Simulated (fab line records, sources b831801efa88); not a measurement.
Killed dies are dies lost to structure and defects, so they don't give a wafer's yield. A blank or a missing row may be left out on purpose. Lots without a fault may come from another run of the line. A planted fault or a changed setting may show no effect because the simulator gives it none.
Chamber matching | flow gf180mcu | GF_V1_CMP_04 on cmp-01: 4 sister chambers
The step polishes SiO2. 8 wafers are shown with their chamber, then 8 later ones without.

WAFERS WITH THEIR CHAMBER
wafer  | chamber | motor_current_A (A) | slurry_flow_ml_min
L363.3 | 0       | 14.0                | 150.2
L365.2 | 1       | 10.2                | 150.1
L365.3 | 3       | 12.1                | 150.3
L365.5 | 2       | 9.9                 | 149.7
L374.1 | 0       | 14.6                | 150.3
L374.4 | 3       | 11.3                | 149.9
L374.6 | 1       | 10.3                | 150.3
L377.1 | 2       | 10.3                | 150.0

WAFERS WITHOUT THEIR CHAMBER
wafer  | motor_current_A (A) | slurry_flow_ml_min
L377.2 | 11.7                | 149.7
L377.5 | 9.6                 | 149.8
L378.1 | 10.0                | 149.4
L378.4 | 14.0                | 149.6
L378.5 | 11.8                | 149.5
L379.2 | 10.3                | 149.6
L379.3 | 14.0                | 149.7
L379.4 | 9.8                 | 150.4

WHICH CHAMBER EACH WENT THROUGH
wafer  | from the rows above     | in truth
L377.2 | 3                       | 3
L377.5 | can't be placed: 2 or 1 | 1
L378.1 | can't be placed: 2 or 1 | 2
L378.4 | 0                       | 0
L378.5 | can't be placed: 3 or 2 | 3
L379.2 | can't be placed: 2 or 1 | 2
L379.3 | 0                       | 0
L379.4 | can't be placed: 1 or 2 | 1
Placed correctly: 3 of 8. Can't be placed from these rows: 5 (the true chamber is among the candidates in 5). Placed wrongly: 0.
How it was worked out, from the rows above alone: a wafer's distance from a chamber is the root of the sum, over the readings, of the square of ((its reading less the chamber's mean) divided by the reading's scatter). The wafer belongs to the nearest chamber; if the next one is less than 2 further off, it can't be placed. A chamber's mean is the mean of its shown wafers. The scatter: the root of (the sum of the squares of (reading less its chamber's mean) over the shown wafers, divided by (wafers less chambers)).
